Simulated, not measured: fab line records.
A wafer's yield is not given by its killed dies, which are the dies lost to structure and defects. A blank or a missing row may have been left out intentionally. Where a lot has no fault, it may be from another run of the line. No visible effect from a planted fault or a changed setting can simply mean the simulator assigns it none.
A lot that was struck, set against a sound lot	flow sky130	15 steps out of a route of 708
Sound: wafers L288.1, L288.3, L288.5. Wafers L299.2, L299.3, L299.5 were the ones struck. Last of all comes the cause.
Order at every step that has rows: each side's tool, ch and its chambers, its first start. Under that, the readings that differ: sound wafers	struck wafers	difference of the means	sigmas: that difference in standard deviations of wafers without a fault.
alike: words and numbers the same on both sides, and readings whose means are apart by under 2 such deviations; not compared: readings that were withheld, readings missing a value for some wafer, numbers with overlapping values and no deviation given by the record, and bounds like >300 which may hide the same value.
Wherever a step has rows on one side only, a row that says differs or no value, or a row with sigmas, the two part there. Non-overlapping numbers with no deviation appear without sigmas and do not part them. A reading missing from all wafers of one side parts the sides only when that side holds two or more wafers.

first, 3 steps without rows for these wafers: SKY_VIA3_EXPOSE_09 (exposes mask VIM3, target cd 200 nm); SKY_VIA3_PEB_10; SKY_VIA3_DEVELOP_11 (develop time 60 s).
SKY_VIA3_CD_MEAS_12: target cd 200 nm.
  struck on cd_sem-01, day 43 11:17; sound on cd_sem-01, day 40 05:22
  alike: cd_nm
SKY_VIA3_OVL_MEAS_13:
  struck on overlay-02, day 43 11:23; sound on overlay-02, day 40 05:29
  alike: VIA3_OVL
SKY_VIA3_ETCH_14: etches BARC in N2/H2, stops on SiO2, time 45.9 s, target depth 60 nm.
  sound on rie_diel-04 ch 2,3, day 40 05:31; struck on rie_diel-04 ch 0,2, day 43 11:25
  alike: drypump_motor_current_A, oes_product_au, throttle_valve_pct
  not compared: rf_hours_counter_h
SKY_VIA3_ETCH_15: etches SiO2 in C4F8/O2/Ar, stops on TiN, target depth 507 nm, time 78 s.
  sound on rie_diel-04 ch 2,3, day 40 05:34; struck on rie_diel-04 ch 0,2, day 43 11:28
  alike: oes_product_au
  not compared: rf_hours_counter_h
SKY_VIA3_STRIP_16: strips in O2/N2.
  sound on plasma_asher-04 ch 0,1, day 40 05:37; struck on plasma_asher-04 ch 0,1, day 43 11:31
  alike: drypump_motor_current_A, oes_product_au, strip_time_to_endpoint_s
  not compared: rf_hours_counter_h
then, 3 steps without rows for these wafers: SKY_VIA3_STRIP_17 (strips in post etch residue remover, time 1200 s); SKY_VIA3_CLEAN_18 (cleans in IPA, time 180 s); SKY_VIA3_CLEAN_19 (cleans in O3/DIW).
SKY_VIA3_SPUTTER_20: material TiN, target thk 20 nm, time 80 s.
  struck on pvd_sputter-04, day 43 12:08; sound on pvd_sputter-03, day 40 06:13
  alike: throttle_valve_pct
SKY_VIA3_CVD_21: deposits W, target thk 390 nm, time 117.31 s.
  sound on cvd_w-02 ch 0, day 40 06:17; struck on cvd_w-02 ch 0,1, day 43 12:12
  no value came back on the struck wafers for chamber_pressure_Torr (Torr), heater_power_outer_w (W), heater_power_w (W); on the sound wafers chamber_pressure_Torr (Torr) reads 39.97 40.02 39.87
SKY_VIA3_RS_MEAS_22: the measuring method here is four-point-probe.
  struck on film_metro-01, day 43 12:38; sound on film_metro-02, day 40 06:24
reading	sound	struck	difference	sigmas
VIA3_W_RS (ohm/sq)	0.291 0.290 0.292	56.886 58.747 56.980	+57.247	+99 or more
  not compared: hold
SKY_PAD_OPEN_PROBE_99:
  the record holds rows for the sound wafers here (prober-02, day 46 07:17) but none for the struck ones

== WHERE THEY PART ==
First at SKY_VIA3_CVD_21; last, within this record, at SKY_PAD_OPEN_PROBE_99.

WHY: whatever the simulator had introduced
At SKY_VIA3_CVD_21, the step was skipped entirely on cvd_w-02 from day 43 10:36 on. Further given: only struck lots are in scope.
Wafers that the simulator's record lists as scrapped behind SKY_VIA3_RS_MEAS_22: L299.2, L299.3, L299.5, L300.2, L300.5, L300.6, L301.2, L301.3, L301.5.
